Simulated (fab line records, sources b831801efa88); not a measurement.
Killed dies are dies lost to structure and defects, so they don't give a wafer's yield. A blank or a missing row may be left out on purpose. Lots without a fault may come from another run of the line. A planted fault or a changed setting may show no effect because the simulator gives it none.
Chamber matching | flow sky130 | SKY_METAL3_ETCH_17 on rie_diel-01: 4 sister chambers
The step etches SiO2 in C4F8/O2/Ar, stops on TiN, time 3.9 s, target depth 15 nm. 4 wafers are shown with their chamber, then 6 later ones without.

WAFERS WITH THEIR CHAMBER
wafer  | chamber | oes_product_au (a.u.)
L266.3 | 2       | 0.761
L276.1 | 0       | 0.751
L276.4 | 1       | 0.769
L276.6 | 3       | 0.772

WAFERS WITHOUT THEIR CHAMBER
wafer  | oes_product_au (a.u.)
L277.2 | 0.750
L277.4 | 0.766
L277.5 | 0.756
L278.1 | 0.749
L278.2 | 0.761
L278.3 | 0.757

WHICH CHAMBER EACH WENT THROUGH
wafer  | from the rows above          | in truth
L277.2 | 0                            | 0
L277.4 | can't be placed: 1 or 2 or 3 | 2
L277.5 | can't be placed: 0 or 2      | 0
L278.1 | 0                            | 0
L278.2 | 2                            | 2
L278.3 | can't be placed: 2 or 0      | 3
Placed correctly: 3 of 6. Can't be placed from these rows: 3 (the true chamber is among the candidates in 2). Placed wrongly: 0.
How it was worked out, from the rows above alone: a wafer's distance from a chamber is the root of the sum, over the readings, of the square of ((its reading less the chamber's mean) divided by the reading's scatter). The wafer belongs to the nearest chamber; if the next one is less than 2 further off, it can't be placed. A chamber's mean is the mean of its shown wafers. The scatter: with one shown wafer a chamber, the root of the mean of the squares of how far each hidden wafer lies from its nearest shown one.
